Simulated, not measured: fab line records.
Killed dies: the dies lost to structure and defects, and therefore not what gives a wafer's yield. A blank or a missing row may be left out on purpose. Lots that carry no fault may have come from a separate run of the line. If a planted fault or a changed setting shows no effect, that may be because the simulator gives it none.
Which tool was responsible?    flow gf180mcu    Sampling: 6 lots, 18 wafers, 3 of 602 route steps

WHAT THE GAUGES READ, wafer by wafer
GF_HV_LDD_TW_MEAS_11.
lot   measured      on            HV_LDD_TW
L837  day 12 20:18  filmMetro-04  2678 2670 2675
L839  day 13 07:13  filmMetro-02  2700 2708 2694
L841  day 13 18:02  filmMetro-02  2399 2418 2414
L845  day 15 00:16  filmMetro-02  2416 2415 2426
L848  day 15 19:51  filmMetro-04  2379 2379 2380
L851  day 16 15:25  filmMetro-01  2400 2397 2411

EACH LOT AND THE TOOL THAT RAN IT (in order: tool; ch and the chambers of the sampled wafers; start)
lot   GF_HV_LDD_IMPLANT_09             GF_HV_LDD_STRIP_10
L837  implanter-01 ch 0, day 12 20:04  plasmaAsher-02 ch 0,1, day 12 20:11
L839  implanter-01 ch 0, day 13 07:00  plasmaAsher-02 ch 0,1, day 13 07:08
L841  implanter-03 ch 0, day 13 17:47  plasmaAsher-01 ch 0,1, day 13 17:56
L845  implanter-03 ch 0, day 15 00:04  plasmaAsher-04 ch 0,1, day 15 00:10
L848  implanter-03 ch 0, day 15 19:37  plasmaAsher-01 ch 1, day 15 19:44
L851  implanter-03 ch 0, day 16 15:13  plasmaAsher-04 ch 0,1, day 16 15:19
- GF_HV_LDD_IMPLANT_09
- GF_HV_LDD_STRIP_10: strips in O2/N2.

THE ANSWER, worked out from the rows above alone
Rule: the usual values come from the lots themselves. The widest of any qualifying gaps counts: lots, ordered by their means at a reading, are off when they make up no more than a third of the lots, leave a main group of 4 or more, and stand apart from it by 3 or more times the standard deviation of that group's means. Not used: any main group whose means are identical at the precision the tables above print for the reading. Also off: a lot with no number at a reading for which 4 or more lots have one. The other lots that the step has rows for count as sound.
Off: at GF_HV_LDD_TW_MEAS_11 (HV_LDD_TW), L837, L839. For the main group the mean is 2403 and the standard deviation 15.
If a tool, at a process step before that reading, ran all the lots that are off and no sound lot after the first of them, it fits. Gauges at GF_HV_LDD_TW_MEAS_11: tried the same way as those tools. Undecided on this evidence; 2 tools fit (implanter-01 at GF_HV_LDD_IMPLANT_09, plasmaAsher-02 at GF_HV_LDD_STRIP_10).

WHAT WAS PUT IN BY THE SIMULATOR
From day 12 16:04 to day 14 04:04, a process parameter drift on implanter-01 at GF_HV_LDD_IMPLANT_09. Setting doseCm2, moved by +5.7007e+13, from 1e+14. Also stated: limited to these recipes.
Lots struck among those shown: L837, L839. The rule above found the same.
